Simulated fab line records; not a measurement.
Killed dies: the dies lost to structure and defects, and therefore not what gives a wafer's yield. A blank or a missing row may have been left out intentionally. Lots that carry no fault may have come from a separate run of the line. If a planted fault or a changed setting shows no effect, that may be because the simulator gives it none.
fab line records	flow gf180mcu
record: lots: 13	wafers: 39	last_day: 34
route steps=602 shown NSD@246 PSD@258 CONTACT@291 M1@318
lots that met no fault: taken from a fault-free run of the same line
start_h: hours from the record's first day to the start of the lot's first wafer shown	wait_h: hours from the lot's prior step to this one	" same as the row above	L1.1+2: several wafers, shown together as one row	- either no value or no given start	* or withheld: withheld	< > ~ a bound
route shown NAME@n: NAME is a module with steps in the file, n the number in the route of the first one	usual: average and standard deviation across the fault-free wafers	same: alike in all rows	chamber/n: place in a boat	sites: readings site by site	_std_site: how widely they spread, as a standard deviation	_edge_site: outer sites' mean less inner sites'	radius_mm: for every site, how far away it sits from the centre of the wafer	mask NAME#n: copy n	behind: the most recent tool/chamber to have shaped the wafer	hold: why the lot went on hold/how many hours it stayed there/how the hold came to an end	device: whichever transistor did not switch (one of n, p or np)	end of line: tests of these same wafers at the route's end	where a step has no rows: the recipe by itself	killed: not the wafer's yield, but the dies lost to structure and defects at the first sort	map: a wafer's dies, marking killed ones x, the rest . and places with no die _
set.NAME: the run value of the setting; set.NAME@STEP: its run value at that earlier step	model.NAME: the simulator's own value behind a step, which no gauge read
one table for each step of the route and one row for each wafer, over a sample of lots
services: when a tool's chamber went out of use (start_h, in hours from the record's first day, below 0 if earlier), for how many hours, and the reason
== steps ==
step: GF_NSD_STRIP_11
recipe: chemistry: O2/N2	power_w: 1400	pressure_mtorr: 1500	platen_temp_c: 250	o2_flow_sccm: 3000	n2_flow_sccm: 300	overash_fraction: 0.5
usual: chamber_pressure_mTorr: 1499.8/1.2	drypump_motor_current_A: 6.1/0.46	heater_power_w: 333/15	oes_product_au: 0.487/0.0049	strip_time_to_endpoint_s: 22.948/0.028
lot.wafer	tool	chamber	start_h	wait_h	chamber_pressure_mTorr	drypump_motor_current_A	heater_power_w	oes_product_au	rf_hours_counter_h	strip_time_to_endpoint_s
L652.1	plasma_asher-03	0	310.33	0.1	1499.4	5.5	312	0.483	56	22.919
L652.3	"	0	"	"	1500.1	5.5	314	0.492	-	22.978
L652.5	"	1	"	"	1499.3	5.5	321	0.489	-	22.882
L653.1	plasma_asher-03	1	313.38	0.1	1501.1	5.6	323	0.480	56	22.964
L653.4	"	0	"	"	1498.8	5.5	319	0.488	-	22.961
L653.6	"	0	"	"	1499.5	5.5	309	0.492	-	22.972
L654.1	plasma_asher-01	0	317.63	0.1	1500.2	6.6	330	0.481	23	22.915
L654.3	"	0	"	"	1499.3	6.6	339	0.480	-	22.954
L654.4	"	1	"	"	1500.6	6.2	329	0.483	-	22.918
L656.3	plasma_asher-01	0	337.21	0.1	1499.0	6.6	337	0.486	-	22.937
L656.5	"	1	"	"	1500.2	6.2	351	0.491	-	22.985
L656.6	"	0	"	"	1500.3	6.6	333	0.472	-	22.984
L657.3	plasma_asher-01	0	353.16	0.1	1499.4	6.6	325	0.302	-	-
L657.5	"	0	"	"	1501.0	6.6	337	0.304	-	-
L657.6	"	1	"	"	1502.5	6.2	336	0.312	-	-
L658.1	plasma_asher-03	1	356.93	0.1	1499.3	5.5	322	0.495	61	22.912
L658.3	"	1	"	"	1501.1	5.5	321	0.484	-	22.935
L658.6	"	0	"	"	1498.9	5.5	319	0.481	-	22.922
L659.3	plasma_asher-03	0	361.21	0.1	1500.5	5.5	321	0.487	-	22.935
L659.4	"	1	"	"	1499.2	5.5	315	0.495	-	22.986
L659.5	"	1	"	"	1499.1	5.5	318	0.484	-	22.930
L668.2	plasma_asher-01	0	438.10	0.1	1498.7	6.6	347	0.496	35	22.944
L668.4	"	1	"	"	1500.1	6.2	347	0.488	-	22.937
L668.5	"	1	"	"	1499.2	6.2	336	0.480	-	22.983
L669.1	plasma_asher-01	0	456.10	0.1	1500.7	6.6	330	0.488	37	22.956
L669.2	"	1	"	"	1499.1	6.2	349	0.482	37	22.933
L669.3	"	0	"	"	1501.1	6.6	339	0.483	-	22.964
L670.1	plasma_asher-03	0	463.53	0.1	1497.3	5.5	316	0.487	73	22.949
L670.2	"	1	"	"	1499.0	5.5	316	0.473	73	22.940
L670.6	"	1	"	"	1500.4	5.5	325	0.477	-	22.942
L672.1	plasma_asher-01	1	470.73	0.1	1500.3	6.2	340	0.487	38	22.938
L672.4	"	1	"	"	1499.4	6.2	339	0.487	-	22.924
L672.6	"	0	"	"	1500.1	6.6	336	0.487	-	22.966
L673.1	plasma_asher-01	1	484.28	0.1	1499.8	6.2	344	0.484	40	22.914
L673.2	"	0	"	"	1498.6	6.6	341	0.487	40	22.960
L673.3	"	0	"	"	1499.9	6.6	330	0.494	-	22.961
L674.1	plasma_asher-03	1	487.98	0.1	1497.8	5.5	318	0.480	75	22.945
L674.3	"	0	"	"	1500.4	5.5	309	0.480	-	22.951
L674.4	"	1	"	"	1498.8	5.5	319	0.489	-	22.966
step: GF_PSD_STRIP_10
recipe: chemistry: O2/N2	power_w: 1400	pressure_mtorr: 1500	platen_temp_c: 250	o2_flow_sccm: 3000	n2_flow_sccm: 300	overash_fraction: 0.5
usual: chamber_pressure_mTorr: 1500.0/1.3	drypump_motor_current_A: 6.1/0.39	heater_power_w: 367/31	oes_product_au: 0.592/0.0043	strip_time_to_endpoint_s: 16.515/0.028
lot.wafer	tool	chamber	start_h	wait_h	chamber_pressure_mTorr	drypump_motor_current_A	heater_power_w	oes_product_au	rf_hours_counter_h	strip_time_to_endpoint_s
L652.1	plasma_asher-02	0	331.39	0.1	1499.4	5.6	401	0.594	68	16.500
L652.3	"	0	"	"	1500.0	5.6	393	0.588	-	16.493
L652.5	"	1	"	"	1498.9	5.8	411	0.597	-	16.513
L653.1	plasma_asher-04	1	334.48	0.1	1499.6	6.6	353	0.589	63	16.487
L653.4	"	1	"	"	1501.1	6.6	349	0.592	-	16.521
L653.6	"	1	"	"	1498.7	6.6	346	0.583	-	16.524
L654.1	plasma_asher-01	0	339.58	0.1	1499.7	6.6	330	0.601	24	16.548
L654.3	"	0	"	"	1499.9	6.6	334	0.599	-	16.497
L654.4	"	1	"	"	1498.4	6.2	340	0.589	-	16.502
L656.3	plasma_asher-01	0	358.71	0.1	1498.6	6.6	332	0.593	-	16.510
L656.5	"	1	"	"	1500.9	6.2	337	0.594	-	16.486
L656.6	"	0	"	"	1503.1	6.6	338	0.594	-	16.516
L657.3	plasma_asher-04	1	374.98	0.1	1498.3	6.6	348	0.646	-	27.002
L657.5	"	1	"	"	1500.8	6.6	345	0.640	-	26.961
L657.6	"	0	"	"	1502.1	6.3	350	0.647	-	27.033
L658.1	plasma_asher-02	1	379.29	0.1	1499.7	5.8	427	0.589	73	16.496
L658.3	"	1	"	"	1498.9	5.8	412	0.596	-	16.587
L658.6	"	1	"	"	1499.4	5.8	418	0.594	-	16.570
L659.3	plasma_asher-04	0	384.28	0.1	1502.1	6.3	348	0.595	-	16.523
L659.4	"	1	"	"	1498.6	6.6	348	0.587	-	16.567
L659.5	"	1	"	"	1499.2	6.6	351	0.587	-	16.540
L668.2	plasma_asher-02	1	461.94	0.1	1498.8	5.8	413	0.582	81	16.490
L668.4	"	1	"	"	1500.1	5.8	412	0.588	-	16.460
L668.5	"	1	"	"	1497.7	5.8	408	0.599	-	16.498
L669.1	plasma_asher-04	0	480.58	0.1	1499.1	6.3	327	0.590	5	16.541
L669.2	"	1	"	"	1502.5	6.6	366	0.592	5	16.515
L669.3	"	0	"	"	1498.1	6.3	333	0.589	-	16.487
L670.1	plasma_asher-01	1	487.93	0.1	1501.5	6.2	345	0.592	40	16.535
L670.2	"	0	"	"	1498.2	6.6	339	0.592	40	16.572
L670.6	"	0	"	"	1499.5	6.6	329	0.600	-	16.539
L672.1	plasma_asher-02	0	494.19	0.1	1500.9	5.6	385	0.593	84	16.559
L672.4	"	0	"	"	1500.6	5.6	394	0.598	-	16.534
L672.6	"	1	"	"	1501.0	5.8	407	0.597	-	16.546
L673.1	plasma_asher-02	0	507.99	0.1	1502.3	5.6	382	0.592	86	16.489
L673.2	"	1	"	"	1501.6	5.8	412	0.585	86	16.483
L673.3	"	1	"	"	1500.6	5.8	418	0.590	-	16.483
L674.1	plasma_asher-01	0	511.43	0.1	1499.7	6.6	335	0.589	43	16.504
L674.3	"	1	"	"	1498.7	6.2	338	0.592	-	16.476
L674.4	"	0	"	"	1498.9	6.6	340	0.589	-	16.494
step: GF_PSD_TW_MEAS_11
usual: PSD_TW: 3168/29
lot.wafer	tool	chamber	start_h	wait_h	PSD_TW
L652.1	film_metro-02	-	331.49	0.1	3184
L652.3	"	-	"	"	3196
L652.5	"	-	"	"	3186
L653.1	film_metro-02	-	334.58	0.1	3205
L653.4	"	-	"	"	3193
L653.6	"	-	"	"	3194
L654.1	film_metro-04	-	339.68	0.1	3131
L654.3	"	-	"	"	3118
L654.4	"	-	"	"	3131
L656.3	film_metro-02	-	358.80	0.1	3175
L656.5	"	-	"	"	3170
L656.6	"	-	"	"	3169
L657.3	film_metro-04	-	375.06	0.1	29
L657.5	"	-	"	"	29
L657.6	"	-	"	"	29
L658.1	film_metro-02	-	379.39	0.1	3196
L658.3	"	-	"	"	3167
L658.6	"	-	"	"	3194
L659.3	film_metro-04	-	384.36	0.1	3132
L659.4	"	-	"	"	3140
L659.5	"	-	"	"	3145
L668.2	film_metro-02	-	462.05	0.1	3183
L668.4	"	-	"	"	3186
L668.5	"	-	"	"	3200
L669.1	film_metro-04	-	480.68	0.1	3139
L669.2	"	-	"	"	3137
L669.3	"	-	"	"	3132
L670.1	film_metro-02	-	488.03	0.1	3189
L670.2	"	-	"	"	3172
L670.6	"	-	"	"	3185
L672.1	film_metro-02	-	494.29	0.1	3155
L672.4	"	-	"	"	3172
L672.6	"	-	"	"	3170
L673.1	film_metro-02	-	508.09	0.1	3183
L673.2	"	-	"	"	3183
L673.3	"	-	"	"	3186
L674.1	film_metro-03	-	511.53	0.1	3182
L674.3	"	-	"	"	3208
L674.4	"	-	"	"	3199
step: GF_CONTACT_CMP_04
recipe: material: SiO2	down_force_psi: 4	platen_rpm: 60	pad_velocity_m_s: 0.94248
usual: motor_current_A: 12.0/1.1	time_to_endpoint_s: 111/4.8
lot.wafer	tool	chamber	start_h	wait_h	motor_current_A	time_to_endpoint_s
L652.3	cmp-01	2	354.44	0.0	12.8	106
L652.1	"	0	"	"	11.8	109
L652.5	"	2	"	"	13.2	108
L653.4	cmp-01	1	358.52	0.2	11.1	116
L653.1	"	0	"	"	11.4	108
L653.6	"	1	"	"	11.3	113
L654.1	cmp-02	1	363.55	0.1	12.6	118
L654.3	"	2	"	"	10.1	110
L654.4	"	3	"	"	13.6	113
L656.3	cmp-01	3	383.23	0.1	10.2	113
L656.6	"	1	"	"	11.9	114
L656.5	"	2	"	"	13.7	111
L657.3	cmp-02	1	399.64	0.2	11.7	113
L657.6	"	2	"	"	10.3	118
L657.5	"	3	"	"	13.1	112
L658.3	cmp-01	1	404.19	0.1	11.3	110
L658.1	"	2	"	"	13.2	105
L658.6	"	1	"	"	11.7	118
L659.3	cmp-01	1	409.08	0.1	11.3	118
L659.4	"	2	"	"	12.6	120
L659.5	"	2	"	"	12.5	118
L668.4	cmp-01	2	488.10	0.1	12.3	111
L668.2	"	0	"	"	10.8	109
L668.5	"	2	"	"	13.3	116
L669.1	cmp-01	1	505.91	0.1	11.5	102
L669.2	"	2	"	"	12.9	102
L669.3	"	3	"	"	10.7	102
L670.2	cmp-02	3	513.40	0.0	13.9	111
L670.1	"	0	"	"	12.8	115
L670.6	"	3	"	"	13.0	115
L672.4	cmp-02	2	518.70	0.1	10.5	110
L672.1	"	3	"	"	13.2	106
L672.6	"	0	"	"	12.7	113
L673.3	cmp-02	3	532.64	0.1	14.1	105
L673.1	"	0	"	"	13.7	108
L673.2	"	1	"	"	12.2	109
L674.1	cmp-02	3	536.19	0.1	14.4	111
L674.3	"	1	"	"	12.6	112
L674.4	"	2	"	"	10.9	108
step: GF_CONTACT_THK_MEAS_26
recipe: thk_meas_gauge: xrf	reads: W_of_CONTACT_CVD_24
usual: CONTACT_W_THK: 282/3.3
lot.wafer	tool	chamber	start_h	wait_h	CONTACT_W_THK[nm]
L652.1	film_metro-03	-	378.62	0.1	286
L652.3	"	-	"	"	285
L652.5	"	-	"	"	283
L653.1	film_metro-04	-	382.16	0.1	283
L653.4	"	-	"	"	283
L653.6	"	-	"	"	280
L654.1	film_metro-04	-	388.06	0.1	284
L654.3	"	-	"	"	280
L654.4	"	-	"	"	286
L656.3	film_metro-04	-	406.95	0.1	283
L656.5	"	-	"	"	278
L656.6	"	-	"	"	277
L657.3	film_metro-04	-	424.38	0.1	286
L657.5	"	-	"	"	283
L657.6	"	-	"	"	287
L658.1	film_metro-01	-	429.38	0.1	278
L658.3	"	-	"	"	278
L658.6	"	-	"	"	284
L659.3	film_metro-03	-	434.69	0.1	279
L659.4	"	-	"	"	282
L659.5	"	-	"	"	279
L668.2	film_metro-04	-	513.32	0.1	281
L668.4	"	-	"	"	281
L668.5	"	-	"	"	282
L669.1	film_metro-03	-	530.26	0.1	277
L669.2	"	-	"	"	274
L669.3	"	-	"	"	276
L670.1	film_metro-03	-	537.57	0.1	279
L670.2	"	-	"	"	275
L670.6	"	-	"	"	275
L672.1	film_metro-01	-	542.71	0.1	283
L672.4	"	-	"	"	286
L672.6	"	-	"	"	287
L673.1	film_metro-03	-	556.26	0.1	280
L673.2	"	-	"	"	278
L673.3	"	-	"	"	284
L674.1	film_metro-01	-	559.92	0.1	286
L674.3	"	-	"	"	284
L674.4	"	-	"	"	283
step: GF_M1_SPUTTER_03
recipe: material: Ti	target_thk_nm: 10	substrate_temp_c: 300	chamber_pressure_pa: 0.3	power_w: 3000	time_s: 6.7
usual: throttle_valve_pct: 30.3/0.6
lot.wafer	tool	chamber	start_h	wait_h	throttle_valve_pct
L652.1	pvd_sputter-03	-	379.14	0.0	30.7
L652.3	"	-	"	"	30.3
L652.5	"	-	"	"	30.8
L653.1	pvd_sputter-04	-	382.68	0.0	30.5
L653.4	"	-	"	"	30.3
L653.6	"	-	"	"	30.8
L654.1	pvd_sputter-03	-	388.58	0.0	30.9
L654.3	"	-	"	"	29.4
L654.4	"	-	"	"	30.2
L656.3	pvd_sputter-01	-	407.45	0.0	32.2
L656.5	"	-	"	"	29.3
L656.6	"	-	"	"	30.0
L657.3	pvd_sputter-04	-	424.88	0.0	29.8
L657.5	"	-	"	"	29.7
L657.6	"	-	"	"	30.7
L658.1	pvd_sputter-04	-	429.90	0.0	30.3
L658.3	"	-	"	"	29.7
L658.6	"	-	"	"	30.3
L659.3	pvd_sputter-03	-	435.19	0.0	29.3
L659.4	"	-	"	"	29.9
L659.5	"	-	"	"	29.4
L668.2	pvd_sputter-04	-	513.83	0.0	29.9
L668.4	"	-	"	"	30.3
L668.5	"	-	"	"	30.7
L669.1	pvd_sputter-04	-	530.78	0.0	30.1
L669.2	"	-	"	"	30.3
L669.3	"	-	"	"	29.9
L670.1	pvd_sputter-03	-	538.09	0.0	30.3
L670.2	"	-	"	"	30.7
L670.6	"	-	"	"	31.0
L672.1	pvd_sputter-04	-	543.23	0.0	30.2
L672.4	"	-	"	"	30.4
L672.6	"	-	"	"	30.0
L673.1	pvd_sputter-01	-	556.78	0.0	30.2
L673.2	"	-	"	"	32.1
L673.3	"	-	"	"	30.4
L674.1	pvd_sputter-04	-	560.44	0.0	30.3
L674.3	"	-	"	"	30.3
L674.4	"	-	"	"	30.6
== services ==
tool	chamber	start_h	hours	kind
pvd_sputter-04	2	287.74	-	consumable_replace:kit
pvd_sputter-04	2	287.74	18.0	scheduled_down
plasma_asher-02	-	293.05	14.6	pm
cmp-01	-	301.09	1.0	repair
pvd_sputter-04	-	305.86	15.6	repair
plasma_asher-01	-	326.38	4.5	repair
pvd_sputter-03	-	352.24	0.6	repair
cmp-02	-	355.76	3.8	pm
pvd_sputter-03	-	370.24	2.3	repair
cmp-01	-	393.68	7.8	pm
cmp-02	-	407.30	4.0	pm
cmp-02	-	419.89	0.5	repair
plasma_asher-04	-	421.25	9.0	pm
cmp-02	-	422.19	3.5	repair
cmp-02	-	447.43	0.5	repair
cmp-01	-	459.28	0.3	repair
pvd_sputter-04	-	500.69	0.9	repair
cmp-01	-	502.14	0.9	repair
cmp-01	-	520.97	0.2	repair
plasma_asher-01	-	528.53	1.3	repair
plasma_asher-01	-	534.51	2.8	pm
pvd_sputter-01	-	536.18	1.1	repair
pvd_sputter-01	-	543.70	4.9	repair
cmp-01	-	553.92	4.2	pm
== key ==
first_sign: step: GF_NSD_STRIP_11	reading: oes_product_au	direction: down	sigmas: 37	usual: 0.487	struck: 0.306
effect: step: GF_PSD_STRIP_10	reading: strip_time_to_endpoint_s	direction: up	sigmas: 99+	usual: *	struck: *
effect: step: GF_PSD_TW_MEAS_11	reading: PSD_TW	direction: down	sigmas: 99+	usual: 3168	struck: 29
met_at GF_NSD_STRIP_11
struck_lots L657
sort_left_out L657.3,L657.5,L657.6
tester_left_out L657
not_acting_at GF_CONTACT_CMP_04,GF_CONTACT_THK_MEAS_26,GF_M1_SPUTTER_03
onset_between 337.21 353.16
fault: kind: strip_aborted	tool: plasma_asher-01	chamber: -	onset_h: 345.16	steps: GF_NSD_STRIP_11	offset: 0.66865	end_h: 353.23
tester_left_out: of these lots the tester's yield and bins aren't shown, on N5 and GAA mostly nor the transistor test; their killed dies are dies lost to structure and defects alone, not to doping, threshold or leakage, so they don't give the yield
sort_left_out: the simulated sort isn't trusted on such a fault, so these wafers' sort isn't shown, and their yield isn't known
